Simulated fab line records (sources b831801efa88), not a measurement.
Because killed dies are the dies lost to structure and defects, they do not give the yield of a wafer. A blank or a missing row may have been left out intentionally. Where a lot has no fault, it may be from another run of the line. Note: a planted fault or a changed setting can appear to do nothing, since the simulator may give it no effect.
Matching of chambers / flow sky130 / cmp-01 running SKY_VIA2_CMP_02: 4 sister chambers
The step polishes SiO2. 8 wafers are shown with their chamber, then 8 later ones without.

WAFERS, EACH WITH ITS CHAMBER
wafer=L736.5; chamber=3; motorCurrentA (A)=15.3; retainingRingPressureFrac=1.007
wafer=L746.5; chamber=2; motorCurrentA (A)=11.9; retainingRingPressureFrac=0.994
wafer=L747.1; chamber=2; motorCurrentA (A)=11.5; retainingRingPressureFrac=1.007
wafer=L747.6; chamber=1; motorCurrentA (A)=11.4; retainingRingPressureFrac=1.008
wafer=L748.1; chamber=3; motorCurrentA (A)=15.1; retainingRingPressureFrac=0.996
wafer=L748.3; chamber=1; motorCurrentA (A)=11.6; retainingRingPressureFrac=0.998
wafer=L748.4; chamber=0; motorCurrentA (A)=13.3; retainingRingPressureFrac=0.998
wafer=L750.4; chamber=0; motorCurrentA (A)=13.1; retainingRingPressureFrac=0.996

WAFERS MISSING THEIR CHAMBER
wafer=L750.5; motorCurrentA (A)=14.7; retainingRingPressureFrac=0.998
wafer=L750.6; motorCurrentA (A)=12.8; retainingRingPressureFrac=1.004
wafer=L751.1; motorCurrentA (A)=15.6; retainingRingPressureFrac=0.996
wafer=L751.2; motorCurrentA (A)=11.8; retainingRingPressureFrac=1.006
wafer=L751.3; motorCurrentA (A)=12.5; retainingRingPressureFrac=1.000
wafer=L752.3; motorCurrentA (A)=11.5; retainingRingPressureFrac=0.999
wafer=L752.5; motorCurrentA (A)=11.6; retainingRingPressureFrac=1.000
wafer=L752.6; motorCurrentA (A)=11.7; retainingRingPressureFrac=1.000

WHICH CHAMBER EACH ONE RAN IN
wafer=L750.5; from the rows above=3; in truth=3
wafer=L750.6; from the rows above=0; in truth=0
wafer=L751.1; from the rows above=3; in truth=3
wafer=L751.2; from the rows above=can't be placed: 2 or 1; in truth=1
wafer=L751.3; from the rows above=can't be placed: 0 or 2 or 1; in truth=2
wafer=L752.3; from the rows above=can't be placed: 1 or 2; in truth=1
wafer=L752.5; from the rows above=can't be placed: 2 or 1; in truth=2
wafer=L752.6; from the rows above=can't be placed: 2 or 1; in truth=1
Placed correctly: 3 of 8. From these rows, 5 cannot be placed; in 5 the true chamber is one of the candidates. Number placed wrongly: 0.
How it was worked out, from the rows above alone: a wafer's distance from a chamber is the root of the sum, over the readings, of the square of ((its reading less the chamber's mean) divided by the reading's scatter). If the next closest chamber is less than 2 further off than the closest, the wafer can't be placed; otherwise it belongs to the closest. For every chamber, the mean is computed from those of its wafers that are shown. The scatter: take each reading less its chamber's mean, square it, sum over the shown wafers, divide by the number of wafers less the number of chambers, and take the root.
